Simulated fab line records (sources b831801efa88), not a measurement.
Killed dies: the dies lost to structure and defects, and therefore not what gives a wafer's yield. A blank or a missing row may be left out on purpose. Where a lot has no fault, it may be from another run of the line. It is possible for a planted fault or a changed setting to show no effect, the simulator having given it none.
Matching of chambers	flow sky130	SKY_CAPM_CVD_00 on pecvd-01 has 3 sister chambers
The step deposits SiO2, target thk 15.5 nm. 6 wafers are shown with their chamber, then 11 later ones without.

## WAFERS, EACH WITH ITS CHAMBER
wafer	chamber	heaterPowerW (W)
L080.1	1	668
L081.1	1	675
L084.3	2	551
L086.3	2	620
L086.4	0	810
L094.1	0	886

## WAFERS WITHOUT THEIR CHAMBER
wafer	heaterPowerW (W)
L094.2	642
L094.5	638
L095.1	581
L095.2	914
L095.5	586
L095.3	574
L095.4	741
L095.6	733
L096.3	778
L096.4	662
L096.5	650

## CHAMBER TAKEN BY EACH
wafer	from the rows above	in truth
L094.2	can't be placed: 1 or 2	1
L094.5	can't be placed: 1 or 2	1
L095.1	2	2
L095.2	0	0
L095.5	2	2
L095.3	2	2
L095.4	can't be placed: 1 or 0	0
L095.6	can't be placed: 1 or 0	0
L096.3	can't be placed: 0 or 1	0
L096.4	can't be placed: 1 or 2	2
L096.5	can't be placed: 1 or 2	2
Placed correctly: 4 of 11. Can't be placed from these rows: 7 (the true chamber is among the candidates in 7). Wrongly placed: 0.
How it was worked out, from the rows above alone: a wafer's distance from a chamber is the root of the sum, over the readings, of the square of ((its reading less the chamber's mean) divided by the reading's scatter). The wafer belongs to the nearest chamber; if the next one is less than 2 further off, it can't be placed. Each chamber's mean is taken over the wafers shown for it. The scatter is the square root of a quotient: the sum, over the shown wafers, of each reading's squared deviation from its chamber's mean, divided by wafers minus chambers.
